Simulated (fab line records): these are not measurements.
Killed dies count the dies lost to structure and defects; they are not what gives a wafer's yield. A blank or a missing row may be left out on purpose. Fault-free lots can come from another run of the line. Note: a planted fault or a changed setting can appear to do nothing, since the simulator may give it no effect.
Comparing a struck lot with a sound one    flow sky130    14 out of 708 route steps
Sound: wafers L539.3, L539.5, L539.6. Wafers L554.1, L554.2, L554.6 were the ones struck. The cause is given at the end.
Order at every step that has rows: each side's tool, ch and its chambers, its first start. Under that, the readings that differ: sound wafers    struck wafers    difference of the means    sigmas: that difference in standard deviations of wafers without a fault.
alike: same words and numbers on both sides, and readings whose means sit less than 2 such deviations apart. not compared: any withheld reading, any reading some wafer has no value for, any bound like >300 that may hide the same value, and any number with overlapping values for which the record gives no deviation.
A row with sigmas, a row that says differs or no value, or rows on one side alone: a step with any of these is where the two part. Numbers that have no deviation but don't overlap get no sigmas and don't part them. A reading missing from all wafers of one side parts the sides only when that side holds two or more wafers.

SKY_METAL5_SPUTTER_00: material Ti, target thk 15 nm, time 10 s.
  sound: pvd sputter-02 at day 44 10:48; struck: pvd sputter-01 at day 47 13:02
  alike: cathode dc power W, throttle valve pct
SKY_METAL5_SPUTTER_01: material TiN, target thk 20 nm, time 16.7 s.
  sound: pvd sputter-02 at day 44 10:49; struck: pvd sputter-01 at day 47 13:04
  alike: cathode dc power W, throttle valve pct
SKY_METAL5_SPUTTER_02: material AlCu, target thk 1150 nm, time 61.2 s.
  sound: pvd sputter-02 at day 44 10:50; struck: pvd sputter-01 at day 47 13:05
  alike: cathode dc power W, throttle valve pct
SKY_METAL5_SPUTTER_03: material Ti, target thk 5 nm, time 3.3 s.
  sound: pvd sputter-02 at day 44 10:53; struck: pvd sputter-01 at day 47 13:08
  alike: cathode dc power W, throttle valve pct
SKY_METAL5_SPUTTER_04: material TiN, target thk 70 nm, time 58.3 s.
  sound: pvd sputter-02 at day 44 10:55; struck: pvd sputter-01 at day 47 13:09
  alike: cathode dc power W, throttle valve pct
SKY_METAL5_RS_MEAS_05: measurement is done with a four-point probe.
  sound: film metro-01 at day 44 11:00; struck: film metro-04 at day 47 13:12
  alike: METAL5_ALCU_RS
SKY_METAL5_THK_MEAS_06: measures by xrf.
  sound: film metro-01 at day 44 11:06; struck: film metro-04 at day 47 13:19
  alike: METAL5_ALCU_THK
then, 5 steps without rows for these wafers: SKY_METAL5_DEHYDRATE_07 (time 60 s); SKY_METAL5_HMDS_08 (prime time 60 s); SKY_METAL5_COAT_09 (resist thk 1800 nm); SKY_METAL5_SOFTBAKE_10 (time 60 s); SKY_METAL5_EXPOSE_11 (exposes mask MM5, target cd 1600 nm).
SKY_METAL5_PEB_12:
  struck on litho track-02, day 48 07:58; sound on litho track-04 ch 0, day 45 09:01
reading          sound           struck  difference                     sigmas
exhaust pa (Pa)  45.0 44.2 44.0  - - -   no value on the struck wafers  
  not compared: chill plate temp C
then, 1 step without rows for these wafers: SKY_METAL5_DEVELOP_13 (develop time 60 s).

== WHERE THEY PART ==
Within this record, at SKY_METAL5_PEB_12 only.

WHY: the cause the simulator had injected
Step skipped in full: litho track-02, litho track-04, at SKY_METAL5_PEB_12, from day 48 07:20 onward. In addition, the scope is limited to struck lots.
